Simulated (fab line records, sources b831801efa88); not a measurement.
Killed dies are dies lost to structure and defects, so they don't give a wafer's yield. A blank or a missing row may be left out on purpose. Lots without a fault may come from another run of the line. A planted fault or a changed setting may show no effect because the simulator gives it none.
fab line records | flow gf180mcu
record lots=5 wafers=15 last_day=31
route steps=602 shown DNWELL@37 NWELL@42 LVPWELL@54 MVSD@66 MVPSD@78
lots that met no fault: from a run of the same line without faults
start_h: hours from the record's first day to the start of the lot's first wafer shown | wait_h: hours since the lot's step before | " the same as in the row above | L1.1+2: a row that stands for several wafers | - no value, or no start given | * or withheld: withheld | < > ~ a bound
route shown NAME@n: a module of which the file shows steps, and the number in the route of the first | usual: mean/standard deviation of fault-free wafers | same: alike in all rows | chamber/n: place in a boat | sites: the reading at each site | _std_site: their standard deviation | _edge_site: outer sites' mean less inner sites' | radius_mm: how far each site lies from the wafer's centre | mask NAME#n: copy n | behind: the tool/chamber that last shaped the wafer | hold: why the lot was held/for how many hours/how that ended | device: the transistor (n, p or np) that didn't switch | end of line: the same wafers' tests at the end of the route | a step without rows: its recipe alone | killed: dies lost to structure and defects at the first sort, not the wafer's yield | map: a wafer's dies, x killed, . not, _ none there
set.NAME: the setting as run; set.NAME@STEP: as run at that earlier step | model.NAME: the simulator's own value behind a step, which no gauge read
lots at some steps of the route; a table a step, a row a wafer
services: from which hour (start_h, from the record's first day; less than 0 if before it) a tool's chamber was out of use, for how many hours, and why
## steps
# step GF_DNWELL_PEB_05
# recipe temp_c=115 time_s=withheld
# columns lot.wafer tool chamber start_h wait_h
L074.1+2+5 litho_track-04 0 - -
L075.1+2+5 litho_track-04 0 - -
L081.1+2+6 litho_track-04 0 - -
L082.3+5+6 litho_track-01 0 - -
L085.2+4+5 litho_track-04 0 - -
# step GF_DNWELL_DEVELOP_06
# recipe wall_angle_deg=90 develop_time_s=60 dev_temp_c=23
# columns lot.wafer tool chamber start_h wait_h
L074.1+2+5 litho_track-04 0 - -
L075.1+2+5 litho_track-04 0 - -
L081.1+2+6 litho_track-04 0 - -
L082.3+5+6 litho_track-01 0 - -
L085.2+4+5 litho_track-04 0 - -
# step GF_DNWELL_IMPLANT_07
# recipe species=P energy_kev=1500 dose_cm2=1e+13 tilt_deg=0
# usual beam_on_s=9.97/0.2
# columns lot.wafer tool chamber start_h wait_h beam_on_s
L074.1 implanter-03 0 42.65 - 10.23
L074.2 " 0 " " 9.82
L074.5 " 0 " " 9.92
L075.1 implanter-03 0 47.60 - 9.79
L075.2 " 0 " " 9.91
L075.5 " 0 " " 9.54
L081.1 implanter-02 0 81.25 - 9.87
L081.2 " 0 " " 9.59
L081.6 " 0 " " 10.16
L082.3 implanter-03 0 84.71 - 10.27
L082.5 " 0 " " 9.97
L082.6 " 0 " " 10.20
L085.2 implanter-03 0 101.43 - 9.88
L085.4 " 0 " " 9.58
L085.5 " 0 " " 10.30
# step GF_DNWELL_STRIP_08
# recipe chemistry=O2/N2 power_w=1400 pressure_mtorr=1500 platen_temp_c=250 o2_flow_sccm=3000 n2_flow_sccm=300 overash_fraction=0.5
# usual drypump_motor_current_A=5.5/0.42 heater_power_w=353/80 n2_flow_sccm=300.0/0.77 oes_product_au=0.722/0.0044 platen_temp_c=249.98/0.18 strip_time_to_endpoint_s=36.99/0.1
# columns lot.wafer tool chamber start_h wait_h drypump_motor_current_A heater_power_w n2_flow_sccm oes_product_au platen_temp_c rf_hours_counter_h strip_time_to_endpoint_s
L074.1 plasma_asher-02 1 42.80 0.1 5.2 370 300.6 0.717 250.16 40 37.14
L074.2 " 0 " " 6.3 291 299.0 0.720 250.22 40 36.96
L074.5 " 1 " " 5.2 365 300.3 0.719 249.71 - 37.13
L075.1 plasma_asher-01 0 47.75 0.1 5.7 344 299.5 0.725 249.97 42 36.86
L075.2 " 1 " " 5.5 317 301.7 0.717 250.06 42 36.88
L075.5 " 1 " " 5.5 302 299.3 0.718 250.16 - 36.86
L081.1 plasma_asher-03 1 81.40 0.1 4.9 486 298.0 0.720 249.73 37 36.87
L081.2 " 0 " " 5.6 275 300.7 0.723 249.73 37 36.89
L081.6 " 1 " " 4.9 479 299.8 0.718 250.16 - 36.96
L082.3 plasma_asher-03 0 84.84 0.1 5.6 274 300.4 0.722 249.89 - 36.91
L082.5 " 0 " " 5.6 272 299.8 0.718 250.12 - 36.86
L082.6 " 1 " " 4.9 485 299.7 0.724 250.24 - 37.03
L085.2 plasma_asher-02 1 101.55 0.1 5.2 372 300.1 0.724 249.90 45 36.98
L085.4 " 1 " " 5.2 385 299.9 0.722 250.22 - 37.03
L085.5 " 0 " " 6.2 302 300.6 0.715 249.97 - 37.01
# step GF_DNWELL_TW_MEAS_09
# usual DNWELL_TW=1341/13
# columns lot.wafer tool chamber start_h wait_h DNWELL_TW
L074.1 film_metro-02 - 42.90 0.1 1358
L074.2 " - " " 1354
L074.5 " - " " 1354
L075.1 film_metro-01 - 47.85 0.1 1333
L075.2 " - " " 1335
L075.5 " - " " 1340
L081.1 film_metro-02 - 81.50 0.1 1344
L081.2 " - " " 1332
L081.6 " - " " 1336
L082.3 film_metro-01 - 84.93 0.1 1332
L082.5 " - " " 1319
L082.6 " - " " 1332
L085.2 film_metro-03 - 101.66 0.1 1354
L085.4 " - " " 1357
L085.5 " - " " 1354
# step GF_NWELL_DEHYDRATE_00
# recipe temp_c=200 time_s=60
# columns lot.wafer tool chamber start_h wait_h
L074.1+2+5 litho_track-04 0 49.15 6.2
L075.1+2+5 litho_track-01 0 53.21 5.3
L081.1+2+6 litho_track-03 0 87.47 6.0
L082.3+5+6 litho_track-03 0 92.02 7.1
L085.2+4+5 litho_track-01 0 108.78 7.1
# step GF_NWELL_HMDS_01
# recipe prime_time_s=60 prime_temp_c=120
# columns lot.wafer tool chamber start_h wait_h
L074.1+2+5 litho_track-04 0 49.30 0.1
L075.1+2+5 litho_track-01 0 53.36 0.1
L081.1+2+6 litho_track-03 0 87.62 0.1
L082.3+5+6 litho_track-03 0 92.17 0.1
L085.2+4+5 litho_track-01 0 108.93 0.1
# step GF_NWELL_COAT_02
# recipe spin_rpm=2000 resist_thk_nm=3000
# columns lot.wafer tool chamber start_h wait_h
L074.1+2+5 litho_track-04 0 49.45 0.1
L075.1+2+5 litho_track-01 0 53.51 0.1
L081.1+2+6 litho_track-03 0 87.77 0.1
L082.3+5+6 litho_track-03 0 92.32 0.1
L085.2+4+5 litho_track-01 0 109.08 0.1
# step GF_NWELL_SOFTBAKE_03
# recipe temp_c=110 time_s=withheld
# columns lot.wafer tool chamber start_h wait_h
L074.1+2+5 litho_track-04 0 49.60 0.1
L075.1+2+5 litho_track-01 0 53.66 0.1
L081.1+2+6 litho_track-03 0 87.92 0.1
L082.3+5+6 litho_track-03 0 92.48 0.1
L085.2+4+5 litho_track-01 0 109.24 0.1
# step GF_NWELL_EXPOSE_04
# recipe mask_id=Nwell target_cd_nm=860 na=0.6 source_shape=conventional sigma_outer=0.6 dose_mj=260
# usual exposure_dose_mJ_cm2=259.98/0.27
# columns lot.wafer tool chamber start_h wait_h mask exposure_dose_mJ_cm2
L074.1 iline_stepper-01 0 - - Nwell#0 260.02
L074.2 " 0 " " Nwell#0 259.54
L074.5 " 0 " " Nwell#0 259.75
L075.1 iline_stepper-02 0 - - Nwell#0 260.21
L075.2 " 0 " " Nwell#0 260.28
L075.5 " 0 " " Nwell#0 260.18
L081.1 iline_stepper-02 0 - - Nwell#0 259.97
L081.2 " 0 " " Nwell#0 260.21
L081.6 " 0 " " Nwell#0 260.20
L082.3 iline_stepper-02 0 - - Nwell#0 260.05
L082.5 " 0 " " Nwell#0 260.28
L082.6 " 0 " " Nwell#0 260.06
L085.2 iline_stepper-01 0 - - Nwell#0 260.09
L085.4 " 0 " " Nwell#0 259.96
L085.5 " 0 " " Nwell#0 259.75
# step GF_NWELL_PEB_05
# recipe temp_c=115 time_s=withheld
# columns lot.wafer tool chamber start_h wait_h
L074.1+2+5 litho_track-03 0 - -
L075.1+2+5 litho_track-03 0 - -
L081.1+2+6 litho_track-03 0 - -
L082.3+5+6 litho_track-01 0 - -
L085.2+4+5 litho_track-03 0 - -
# step GF_NWELL_DEVELOP_06
# recipe wall_angle_deg=90 develop_time_s=60 dev_temp_c=23
# columns lot.wafer tool chamber start_h wait_h
L074.1+2+5 litho_track-03 0 - -
L075.1+2+5 litho_track-03 0 - -
L081.1+2+6 litho_track-03 0 - -
L082.3+5+6 litho_track-01 0 - -
L085.2+4+5 litho_track-03 0 - -
# step GF_NWELL_OVL_MEAS_07
# usual NWELL_OVL=-1.1/1.5
# columns lot.wafer tool chamber start_h wait_h NWELL_OVL[nm]
L074.1 overlay-01 - 55.82 - -4.7
L074.2 " - " " -3.4
L074.5 " - " " -3.7
L075.1 overlay-01 - 60.82 - -2.4
L075.2 " - " " -1.1
L075.5 " - " " -2.0
L081.1 overlay-01 - 95.22 - 2.4
L081.2 " - " " 0.8
L081.6 " - " " 1.9
L082.3 overlay-02 - 98.97 - 0.3
L082.5 " - " " 0.4
L082.6 " - " " -2.0
L085.2 overlay-02 - 115.82 - -2.6
L085.4 " - " " -1.3
L085.5 " - " " -0.2
# step GF_NWELL_IMPLANT_08
# recipe species=P energy_kev=450 dose_cm2=1.569e+13 tilt_deg=0
# usual beam_on_s=10.01/0.21
# columns lot.wafer tool chamber start_h wait_h beam_on_s
L074.1 implanter-02 0 55.85 0.0 10.11
L074.2 " 0 " " 9.93
L074.5 " 0 " " 9.85
L075.1 implanter-02 0 60.85 0.0 9.75
L075.2 " 0 " " 9.65
L075.5 " 0 " " 10.43
L081.1 implanter-02 0 95.25 0.0 9.64
L081.2 " 0 " " 9.91
L081.6 " 0 " " 10.56
L082.3 implanter-04 0 99.05 0.1 10.26
L082.5 " 0 " " 9.73
L082.6 " 0 " " 10.17
L085.2 implanter-02 0 115.88 0.0 9.75
L085.4 " 0 " " 9.83
L085.5 " 0 " " 9.78
# step GF_NWELL_IMPLANT_09
# recipe species=P energy_kev=160 dose_cm2=4e+12 tilt_deg=0
# usual beam_on_s=9.97/0.21
# columns lot.wafer tool chamber start_h wait_h beam_on_s
L074.1 implanter-02 0 56.00 0.1 9.82
L074.2 " 0 " " 10.16
L074.5 " 0 " " 9.77
L075.1 implanter-02 0 61.00 0.1 10.25
L075.2 " 0 " " 9.74
L075.5 " 0 " " 9.95
L081.1 implanter-02 0 95.40 0.1 10.12
L081.2 " 0 " " 10.00
L081.6 " 0 " " 9.61
L082.3 implanter-04 0 99.20 0.1 10.06
L082.5 " 0 " " 9.88
L082.6 " 0 " " 9.92
L085.2 implanter-02 0 116.03 0.1 9.84
L085.4 " 0 " " 9.48
L085.5 " 0 " " 9.71
# step GF_NWELL_STRIP_10
# recipe chemistry=O2/N2 power_w=1400 pressure_mtorr=1500 platen_temp_c=250 o2_flow_sccm=3000 n2_flow_sccm=300 overash_fraction=0.5
# usual drypump_motor_current_A=5.7/0.57 heater_power_w=336/35 n2_flow_sccm=300.1/0.91 oes_product_au=0.723/0.0045 platen_temp_c=250.01/0.18 strip_time_to_endpoint_s=37.00/0.11
# columns lot.wafer tool chamber start_h wait_h drypump_motor_current_A heater_power_w n2_flow_sccm oes_product_au platen_temp_c rf_hours_counter_h strip_time_to_endpoint_s
L074.1 plasma_asher-01 1 56.15 0.1 5.5 310 300.2 0.725 250.02 45 36.69
L074.2 " 0 " " 5.7 345 300.0 0.720 250.08 45 36.58
L074.5 " 1 " " 5.5 306 301.0 0.729 249.91 - 36.70
L075.1 plasma_asher-01 0 61.15 0.1 5.7 337 301.2 0.722 250.19 45 37.07
L075.2 " 1 " " 5.5 309 299.4 0.719 250.04 45 37.04
L075.5 " 1 " " 5.6 309 300.1 0.724 250.06 - 37.03
L081.1 plasma_asher-04 0 95.55 0.1 4.7 337 300.8 0.713 250.05 30 37.19
L081.2 " 1 " " 6.5 354 297.1 0.719 250.17 30 37.15
L081.6 " 1 " " 6.5 357 299.8 0.722 249.91 - 37.20
L082.3 plasma_asher-01 1 99.33 0.1 5.6 316 301.0 0.721 249.95 - 37.02
L082.5 " 0 " " 5.7 340 300.3 0.724 250.24 - 37.14
L082.6 " 1 " " 5.5 304 300.8 0.717 249.77 - 37.14
L085.2 plasma_asher-01 0 116.15 0.1 5.7 338 299.8 0.724 249.94 51 37.15
L085.4 " 0 " " 5.7 333 299.1 0.729 250.07 - 36.96
L085.5 " 1 " " 5.6 313 297.5 0.729 250.30 - 36.94
# step GF_NWELL_TW_MEAS_11
# usual NWELL_TW=1580/11
# columns lot.wafer tool chamber start_h wait_h NWELL_TW
L074.1 film_metro-03 - 56.25 0.1 1591
L074.2 " - " " 1591
L074.5 " - " " 1589
L075.1 film_metro-01 - 61.25 0.1 1556
L075.2 " - " " 1567
L075.5 " - " " 1561
L081.1 film_metro-04 - 95.65 0.1 1579
L081.2 " - " " 1576
L081.6 " - " " 1573
L082.3 film_metro-04 - 99.42 0.1 1594
L082.5 " - " " 1586
L082.6 " - " " 1592
L085.2 film_metro-04 - 116.26 0.1 1584
L085.4 " - " " 1582
L085.5 " - " " 1580
# step GF_LVPWELL_DEHYDRATE_00
# recipe temp_c=200 time_s=60
# columns lot.wafer tool chamber start_h wait_h
L074.1+2+5 litho_track-01 0 62.36 6.1
L075.1+2+5 litho_track-03 0 66.77 5.5
L081.1+2+6 litho_track-03 0 101.37 5.7
L082.3+5+6 litho_track-03 0 106.42 7.0
L085.2+4+5 litho_track-02 0 123.18 6.9
# step GF_LVPWELL_HMDS_01
# recipe prime_time_s=60 prime_temp_c=120
# columns lot.wafer tool chamber start_h wait_h
L074.1+2+5 litho_track-01 0 62.51 0.1
L075.1+2+5 litho_track-03 0 66.92 0.1
L081.1+2+6 litho_track-03 0 101.52 0.1
L082.3+5+6 litho_track-03 0 106.57 0.1
L085.2+4+5 litho_track-02 0 123.33 0.1
# step GF_LVPWELL_COAT_02
# recipe spin_rpm=2000 resist_thk_nm=3000
# columns lot.wafer tool chamber start_h wait_h
L074.1+2+5 litho_track-01 0 62.66 0.1
L075.1+2+5 litho_track-03 0 67.07 0.1
L081.1+2+6 litho_track-03 0 101.67 0.1
L082.3+5+6 litho_track-03 0 106.72 0.1
L085.2+4+5 litho_track-02 0 123.48 0.1
# step GF_LVPWELL_SOFTBAKE_03
# recipe temp_c=110 time_s=withheld
# columns lot.wafer tool chamber start_h wait_h
L074.1+2+5 litho_track-01 0 62.81 0.1
L075.1+2+5 litho_track-03 0 67.22 0.1
L081.1+2+6 litho_track-03 0 101.82 0.1
L082.3+5+6 litho_track-03 0 106.88 0.1
L085.2+4+5 litho_track-02 0 123.64 0.1
# step GF_LVPWELL_EXPOSE_04
# recipe mask_id=LVPWELL target_cd_nm=600 na=0.6 source_shape=conventional sigma_outer=0.6 dose_mj=260
# usual exposure_dose_mJ_cm2=260.02/0.26
# columns lot.wafer tool chamber start_h wait_h mask exposure_dose_mJ_cm2
L074.1 iline_stepper-02 0 - - LVPWELL#0 259.86
L074.2 " 0 " " LVPWELL#0 259.68
L074.5 " 0 " " LVPWELL#0 259.65
L075.1 iline_stepper-02 0 - - LVPWELL#0 259.85
L075.2 " 0 " " LVPWELL#0 259.94
L075.5 " 0 " " LVPWELL#0 259.84
L081.1 iline_stepper-02 0 - - LVPWELL#0 259.97
L081.2 " 0 " " LVPWELL#0 259.47
L081.6 " 0 " " LVPWELL#0 259.53
L082.3 iline_stepper-02 0 - - LVPWELL#0 260.48
L082.5 " 0 " " LVPWELL#0 260.32
L082.6 " 0 " " LVPWELL#0 260.46
L085.2 iline_stepper-02 0 - - LVPWELL#0 259.75
L085.4 " 0 " " LVPWELL#0 259.80
L085.5 " 0 " " LVPWELL#0 259.90
# step GF_LVPWELL_PEB_05
# recipe temp_c=115 time_s=withheld
# columns lot.wafer tool chamber start_h wait_h
L074.1+2+5 litho_track-03 0 - -
L075.1+2+5 litho_track-01 0 - -
L081.1+2+6 litho_track-02 0 - -
L082.3+5+6 litho_track-01 0 - -
L085.2+4+5 litho_track-03 0 - -
# step GF_LVPWELL_DEVELOP_06
# recipe wall_angle_deg=90 develop_time_s=60 dev_temp_c=23
# columns lot.wafer tool chamber start_h wait_h
L074.1+2+5 litho_track-03 0 - -
L075.1+2+5 litho_track-01 0 - -
L081.1+2+6 litho_track-02 0 - -
L082.3+5+6 litho_track-01 0 - -
L085.2+4+5 litho_track-03 0 - -
# step GF_LVPWELL_OVL_MEAS_07
# usual LVPWELL_OVL=-1.0/1.3
# columns lot.wafer tool chamber start_h wait_h LVPWELL_OVL[nm]
L074.1 overlay-01 - 68.67 - -0.9
L074.2 " - " " -1.4
L074.5 " - " " -1.0
L075.1 overlay-01 - 73.96 - -1.9
L075.2 " - " " -1.1
L075.5 " - " " -0.9
L081.1 overlay-01 - 109.56 - -0.8
L081.2 " - " " -1.7
L081.6 " - " " 1.0
L082.3 overlay-02 - 114.07 - -0.9
L082.5 " - " " -1.4
L082.6 " - " " -1.2
L085.2 overlay-02 - 131.07 - -4.0
L085.4 " - " " -3.8
L085.5 " - " " -2.8
# step GF_LVPWELL_IMPLANT_08
# recipe species=B energy_kev=170 dose_cm2=1.5e+13 tilt_deg=0
# usual beam_on_s=10.02/0.2
# columns lot.wafer tool chamber start_h wait_h beam_on_s
L074.1 implanter-04 0 68.70 0.0 9.99
L074.2 " 0 " " 10.26
L074.5 " 0 " " 10.08
L075.1 implanter-02 0 74.00 0.0 9.73
L075.2 " 0 " " 9.91
L075.5 " 0 " " 9.91
L081.1 implanter-04 0 109.59 0.0 9.85
L081.2 " 0 " " 10.14
L081.6 " 0 " " 9.82
L082.3 implanter-03 0 114.15 0.1 9.88
L082.5 " 0 " " 9.88
L082.6 " 0 " " 9.76
L085.2 implanter-03 0 131.13 0.0 9.90
L085.4 " 0 " " 9.85
L085.5 " 0 " " 10.20
# step GF_LVPWELL_IMPLANT_09
# recipe species=B energy_kev=60 dose_cm2=5e+12 tilt_deg=0
# usual beam_on_s=9.99/0.21
# columns lot.wafer tool chamber start_h wait_h beam_on_s
L074.1 implanter-04 0 68.85 0.1 9.96
L074.2 " 0 " " 10.00
L074.5 " 0 " " 9.80
L075.1 implanter-02 0 74.15 0.1 9.70
L075.2 " 0 " " 10.18
L075.5 " 0 " " 10.08
L081.1 implanter-04 0 109.74 0.1 10.26
L081.2 " 0 " " 10.13
L081.6 " 0 " " 10.07
L082.3 implanter-03 0 114.30 0.1 10.25
L082.5 " 0 " " 10.07
L082.6 " 0 " " 10.03
L085.2 implanter-03 0 131.28 0.1 9.86
L085.4 " 0 " " 10.00
L085.5 " 0 " " 9.98
# step GF_LVPWELL_STRIP_10
# recipe chemistry=O2/N2 power_w=1400 pressure_mtorr=1500 platen_temp_c=250 o2_flow_sccm=3000 n2_flow_sccm=300 overash_fraction=0.5
# usual drypump_motor_current_A=5.5/0.55 heater_power_w=360/85 n2_flow_sccm=300.2/0.91 oes_product_au=0.723/0.0045 platen_temp_c=250.01/0.18 strip_time_to_endpoint_s=37.00/0.099
# columns lot.wafer tool chamber start_h wait_h drypump_motor_current_A heater_power_w n2_flow_sccm oes_product_au platen_temp_c rf_hours_counter_h strip_time_to_endpoint_s
L074.1 plasma_asher-02 0 69.00 0.1 6.2 294 300.1 0.715 250.30 41 36.95
L074.2 " 1 " " 5.2 373 300.4 0.720 249.91 41 36.91
L074.5 " 0 " " 6.2 299 299.2 0.709 250.34 - 36.88
L075.1 plasma_asher-03 1 74.30 0.1 4.9 482 297.0 0.721 250.11 36 36.97
L075.2 " 0 " " 5.6 277 301.9 0.731 250.18 36 36.85
L075.5 " 0 " " 5.6 274 299.6 0.720 250.00 - 36.97
L081.1 plasma_asher-03 1 109.89 0.1 4.9 488 298.9 0.718 249.72 40 37.00
L081.2 " 0 " " 5.6 275 301.3 0.726 250.07 40 37.00
L081.6 " 0 " " 5.6 269 300.1 0.721 249.89 - 37.05
L082.3 plasma_asher-03 0 114.43 0.1 5.6 271 300.5 0.718 249.91 - 37.12
L082.5 " 1 " " 4.9 483 299.9 0.725 250.23 - 37.10
L082.6 " 0 " " 5.6 273 299.7 0.708 249.96 - 37.17
L085.2 plasma_asher-02 0 131.40 0.1 6.2 277 300.4 0.724 250.16 1 36.97
L085.4 " 1 " " 5.2 387 299.1 0.721 249.96 - 36.85
L085.5 " 0 " " 6.2 280 300.8 0.725 250.23 - 36.88
# step GF_LVPWELL_TW_MEAS_11
# usual LVPWELL_TW=556/4.6
# columns lot.wafer tool chamber start_h wait_h LVPWELL_TW
L074.1 film_metro-01 - 69.10 0.1 551
L074.2 " - " " 552
L074.5 " - " " 552
L075.1 film_metro-01 - 74.40 0.1 552
L075.2 " - " " 552
L075.5 " - " " 551
L081.1 film_metro-01 - 109.99 0.1 547
L081.2 " - " " 549
L081.6 " - " " 551
L082.3 film_metro-01 - 114.52 0.1 550
L082.5 " - " " 546
L082.6 " - " " 551
L085.2 film_metro-03 - 131.51 0.1 559
L085.4 " - " " 559
L085.5 " - " " 559
# step GF_MVSD_DEHYDRATE_00
# recipe temp_c=200 time_s=60
# columns lot.wafer tool chamber start_h wait_h
L074.1+2+5 litho_track-04 0 75.45 6.3
L075.1+2+5 litho_track-03 0 80.62 6.2
L081.1+2+6 litho_track-04 0 116.55 6.5
L082.3+5+6 litho_track-04 0 121.65 7.1
L085.2+4+5 litho_track-04 0 138.63 7.1
# step GF_MVSD_HMDS_01
# recipe prime_time_s=60 prime_temp_c=120
# columns lot.wafer tool chamber start_h wait_h
L074.1+2+5 litho_track-04 0 75.60 0.1
L075.1+2+5 litho_track-03 0 80.77 0.1
L081.1+2+6 litho_track-04 0 116.70 0.1
L082.3+5+6 litho_track-04 0 121.80 0.1
L085.2+4+5 litho_track-04 0 138.78 0.1
# step GF_MVSD_COAT_02
# recipe spin_rpm=1968 resist_thk_nm=3000
# columns lot.wafer tool chamber start_h wait_h
L074.1+2+5 litho_track-04 0 75.75 0.1
L075.1+2+5 litho_track-03 0 80.92 0.1
L081.1+2+6 litho_track-04 0 116.85 0.1
L082.3+5+6 litho_track-04 0 121.95 0.1
L085.2+4+5 litho_track-04 0 138.93 0.1
# step GF_MVSD_SOFTBAKE_03
# recipe temp_c=110 time_s=withheld
# columns lot.wafer tool chamber start_h wait_h
L074.1+2+5 litho_track-04 0 75.90 0.1
L075.1+2+5 litho_track-03 0 81.07 0.1
L081.1+2+6 litho_track-04 0 117.00 0.1
L082.3+5+6 litho_track-04 0 122.12 0.1
L085.2+4+5 litho_track-04 0 139.08 0.1
# step GF_MVSD_EXPOSE_04
# recipe mask_id=MVSD target_cd_nm=1000 na=0.6 source_shape=conventional sigma_outer=0.6 dose_mj=260
# usual exposure_dose_mJ_cm2=260.00/0.25
# columns lot.wafer tool chamber start_h wait_h mask exposure_dose_mJ_cm2
L074.1 iline_stepper-02 0 - - MVSD#0 259.90
L074.2 " 0 " " MVSD#0 259.71
L074.5 " 0 " " MVSD#0 260.07
L075.1 iline_stepper-02 0 - - MVSD#0 259.95
L075.2 " 0 " " MVSD#0 259.61
L075.5 " 0 " " MVSD#0 260.40
L081.1 iline_stepper-02 0 - - MVSD#0 259.82
L081.2 " 0 " " MVSD#0 260.22
L081.6 " 0 " " MVSD#0 259.78
L082.3 iline_stepper-01 0 - - MVSD#0 260.34
L082.5 " 0 " " MVSD#0 260.00
L082.6 " 0 " " MVSD#0 260.29
L085.2 iline_stepper-01 0 - - MVSD#0 259.68
L085.4 " 0 " " MVSD#0 259.90
L085.5 " 0 " " MVSD#0 259.47
# step GF_MVSD_PEB_05
# recipe temp_c=115 time_s=withheld
# columns lot.wafer tool chamber start_h wait_h
L074.1+2+5 litho_track-03 0 - -
L075.1+2+5 litho_track-03 0 - -
L081.1+2+6 litho_track-03 0 - -
L082.3+5+6 litho_track-03 0 - -
L085.2+4+5 litho_track-04 0 - -
# step GF_MVSD_DEVELOP_06
# recipe wall_angle_deg=90 develop_time_s=60 dev_temp_c=23
# columns lot.wafer tool chamber start_h wait_h
L074.1+2+5 litho_track-03 0 - -
L075.1+2+5 litho_track-03 0 - -
L081.1+2+6 litho_track-03 0 - -
L082.3+5+6 litho_track-03 0 - -
L085.2+4+5 litho_track-04 0 - -
# step GF_MVSD_OVL_MEAS_07
# usual MVSD_OVL=0.0/1.3
# columns lot.wafer tool chamber start_h wait_h MVSD_OVL[nm]
L074.1 overlay-02 - 82.97 - -1.1
L074.2 " - " " 0.5
L074.5 " - " " -0.7
L075.1 overlay-01 - 87.47 - -2.2
L075.2 " - " " -1.2
L075.5 " - " " -1.7
L081.1 overlay-02 - 124.27 - -0.8
L081.2 " - " " 0.2
L081.6 " - " " -1.0
L082.3 overlay-02 - 129.08 - -0.3
L082.5 " - " " 0.3
L082.6 " - " " -0.2
L085.2 overlay-02 - 146.41 - 2.8
L085.4 " - " " 0.8
L085.5 " - " " 1.5
# step GF_MVSD_IMPLANT_08
# recipe species=P energy_kev=400 dose_cm2=1.6e+13 tilt_deg=0
# usual beam_on_s=10.00/0.19
# columns lot.wafer tool chamber start_h wait_h beam_on_s
L074.1 implanter-04 0 83.00 0.0 10.05
L074.2 " 0 " " 9.73
L074.5 " 0 " " 10.01
L075.1 implanter-03 0 87.50 0.0 10.48
L075.2 " 0 " " 9.58
L075.5 " 0 " " 9.92
L081.1 implanter-01 0 124.30 0.0 10.05
L081.2 " 0 " " 9.94
L081.6 " 0 " " 10.16
L082.3 implanter-03 0 129.15 0.1 9.99
L082.5 " 0 " " 9.93
L082.6 " 0 " " 10.13
L085.2 implanter-01 0 146.46 0.0 10.09
L085.4 " 0 " " 9.88
L085.5 " 0 " " 9.73
# step GF_MVSD_IMPLANT_09
# recipe species=P energy_kev=100 dose_cm2=5e+12 tilt_deg=0
# usual beam_on_s=10.01/0.21
# columns lot.wafer tool chamber start_h wait_h beam_on_s
L074.1 implanter-04 0 83.15 0.1 9.60
L074.2 " 0 " " 10.04
L074.5 " 0 " " 10.28
L075.1 implanter-03 0 87.65 0.1 10.13
L075.2 " 0 " " 10.03
L075.5 " 0 " " 9.72
L081.1 implanter-01 0 124.45 0.1 10.16
L081.2 " 0 " " 10.32
L081.6 " 0 " " 9.93
L082.3 implanter-03 0 129.30 0.1 10.24
L082.5 " 0 " " 9.98
L082.6 " 0 " " 9.80
L085.2 implanter-01 0 146.61 0.1 10.15
L085.4 " 0 " " 9.67
L085.5 " 0 " " 9.50
# step GF_MVSD_STRIP_10
# recipe chemistry=O2/N2 power_w=1400 pressure_mtorr=1500 platen_temp_c=250 o2_flow_sccm=3000 n2_flow_sccm=300 overash_fraction=0.5
# usual drypump_motor_current_A=5.5/0.53 heater_power_w=355/74 n2_flow_sccm=300.1/1 oes_product_au=0.724/0.0046 platen_temp_c=250.01/0.18 strip_time_to_endpoint_s=37.28/0.12
# columns lot.wafer tool chamber start_h wait_h drypump_motor_current_A heater_power_w n2_flow_sccm oes_product_au platen_temp_c rf_hours_counter_h strip_time_to_endpoint_s
L074.1 plasma_asher-01 0 83.30 0.1 5.7 342 300.8 0.723 249.85 47 37.13
L074.2 " 1 " " 5.5 315 302.5 0.710 249.92 47 37.17
L074.5 " 1 " " 5.6 307 300.5 0.728 249.96 - 37.10
L075.1 plasma_asher-04 0 87.80 0.1 4.8 343 300.8 0.729 250.36 30 37.27
L075.2 " 1 " " 6.4 353 300.9 0.728 249.67 30 37.33
L075.5 " 0 " " 4.8 340 299.9 0.730 250.14 - 37.36
L081.1 plasma_asher-04 0 124.60 0.1 4.8 348 300.7 0.725 250.19 34 37.38
L081.2 " 1 " " 6.4 366 299.7 0.722 250.13 34 37.33
L081.6 " 1 " " 6.5 357 299.5 0.721 249.82 - 37.35
L082.3 plasma_asher-03 0 129.44 0.1 5.6 271 300.3 0.725 250.08 - 37.28
L082.5 " 1 " " 4.9 498 300.8 0.717 250.08 - 37.31
L082.6 " 0 " " 5.6 276 301.6 0.720 249.79 - 37.26
L085.2 plasma_asher-01 1 146.74 0.1 5.5 305 298.8 0.725 250.12 55 37.31
L085.4 " 0 " " 5.7 338 299.3 0.723 249.95 - 37.29
L085.5 " 1 " " 5.5 308 299.5 0.726 249.90 - 37.12
# step GF_MVSD_TW_MEAS_11
# usual MVSD_TW=1568/12
# columns lot.wafer tool chamber start_h wait_h MVSD_TW
L074.1 film_metro-04 - 83.40 0.1 1558
L074.2 " - " " 1566
L074.5 " - " " 1560
L075.1 film_metro-01 - 87.90 0.1 1559
L075.2 " - " " 1562
L075.5 " - " " 1562
L081.1 film_metro-01 - 124.70 0.1 1554
L081.2 " - " " 1567
L081.6 " - " " 1566
L082.3 film_metro-03 - 129.52 0.1 1576
L082.5 " - " " 1578
L082.6 " - " " 1584
L085.2 film_metro-01 - 146.85 0.1 1567
L085.4 " - " " 1557
L085.5 " - " " 1554
# step GF_MVPSD_DEHYDRATE_00
# recipe temp_c=200 time_s=60
# columns lot.wafer tool chamber start_h wait_h
L074.1+2+5 litho_track-04 0 89.30 5.9
L075.1+2+5 litho_track-02 0 94.66 6.7
L081.1+2+6 litho_track-04 0 131.05 6.3
L082.3+5+6 litho_track-04 0 136.60 7.1
L085.2+4+5 litho_track-04 0 153.93 7.1
# step GF_MVPSD_HMDS_01
# recipe prime_time_s=60 prime_temp_c=120
# columns lot.wafer tool chamber start_h wait_h
L074.1+2+5 litho_track-04 0 89.45 0.1
L075.1+2+5 litho_track-02 0 94.81 0.1
L081.1+2+6 litho_track-04 0 131.20 0.1
L082.3+5+6 litho_track-04 0 136.75 0.1
L085.2+4+5 litho_track-04 0 154.08 0.1
## services
# columns tool chamber start_h hours kind
implanter-01 - 22.81 44.7 pm
implanter-03 - 27.00 8.9 pm
implanter-03 - 36.85 3.7 repair
plasma_asher-03 - 39.52 14.6 pm
plasma_asher-02 - 46.34 14.6 pm
plasma_asher-03 - 72.07 1.9 repair
implanter-01 - 105.68 4.6 pm
plasma_asher-02 - 108.82 9.0 pm
plasma_asher-02 0 108.82 9.0 vent_cycle
plasma_asher-02 1 108.82 9.0 vent_cycle
plasma_asher-02 0 117.82 - clean
plasma_asher-02 1 117.82 - clean
implanter-01 - 128.84 2.9 repair
plasma_asher-04 - 141.68 6.3 repair
## key
fault none
